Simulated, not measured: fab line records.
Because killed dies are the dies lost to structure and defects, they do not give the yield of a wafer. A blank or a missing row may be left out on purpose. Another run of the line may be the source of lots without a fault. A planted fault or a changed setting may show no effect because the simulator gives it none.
What tool caused it?	flow sky130	11 lots, 33 wafers sampled, at 2 steps of a route of 708

## WHAT THE GAUGES READ, wafer by wafer
SKY_METAL2_RS_MEAS_05: measures by four-point-probe.
lot	measured	on	METAL2_ALCU_RS (ohm/sq)
L991	day 34 08:49	film-metro-03	0.1297 0.1293 0.1265
L992	day 34 11:02	film-metro-02	0.1247 0.1267 0.1263
L994	day 35 08:04	film-metro-01	0.1263 0.1255 0.1267
L995	day 35 10:52	film-metro-03	0.1284 0.1306 0.1287
L998	day 36 15:52	film-metro-01	0.1263 0.1282 0.1294
L999	day 37 01:22	film-metro-01	0.1289 0.1250 0.1281
L100	day 37 09:21	film-metro-03	0.1302 0.1285 0.1317
L101	day 37 13:32	film-metro-01	0.1248 0.1245 0.1265
L102	day 37 17:07	film-metro-01	0.1264 0.1254 0.1246
L103	day 38 02:01	film-metro-03	0.1265 0.1228 0.1245
L107	day 38 22:49	film-metro-02	0.1205 0.1203 0.1266

## TOOL THAT RAN EACH LOT (tool first, then ch and the chambers of the sampled wafers, then the start)
lot	SKY_METAL2_SPUTTER_02
L991	pvd-sputter-01, day 34 08:42
L992	pvd-sputter-02, day 34 10:55
L994	pvd-sputter-03, day 35 07:57
L995	pvd-sputter-03, day 35 10:46
L998	pvd-sputter-02, day 36 15:46
L999	pvd-sputter-02, day 37 01:17
L100	pvd-sputter-01, day 37 09:15
L101	pvd-sputter-03, day 37 13:23
L102	pvd-sputter-03, day 37 17:01
L103	pvd-sputter-03, day 38 01:54
L107	pvd-sputter-03, day 38 22:40
- SKY_METAL2_SPUTTER_02: material AlCu, target thk 250 nm, time 13.3 s.

## THE ANSWER, worked out from the rows above alone
Rule: the usual values come from the lots themselves. Put in order of their means at a reading, lots are off if they are a third of the lots or fewer, leave a main group of 4 or more, and stand apart from it by a gap of 3 or more times the standard deviation of the main group's means; of several such gaps the widest counts. A main group is skipped when, at the precision printed for the reading in the tables above, its means are all equal. A lot without any number at a reading at which 4 lots or more have one is off too. All remaining lots with rows at the step are treated as sound.
None of the lots is off at any reading shown; this tells nothing.

## WHAT WAS PUT IN BY THE SIMULATOR
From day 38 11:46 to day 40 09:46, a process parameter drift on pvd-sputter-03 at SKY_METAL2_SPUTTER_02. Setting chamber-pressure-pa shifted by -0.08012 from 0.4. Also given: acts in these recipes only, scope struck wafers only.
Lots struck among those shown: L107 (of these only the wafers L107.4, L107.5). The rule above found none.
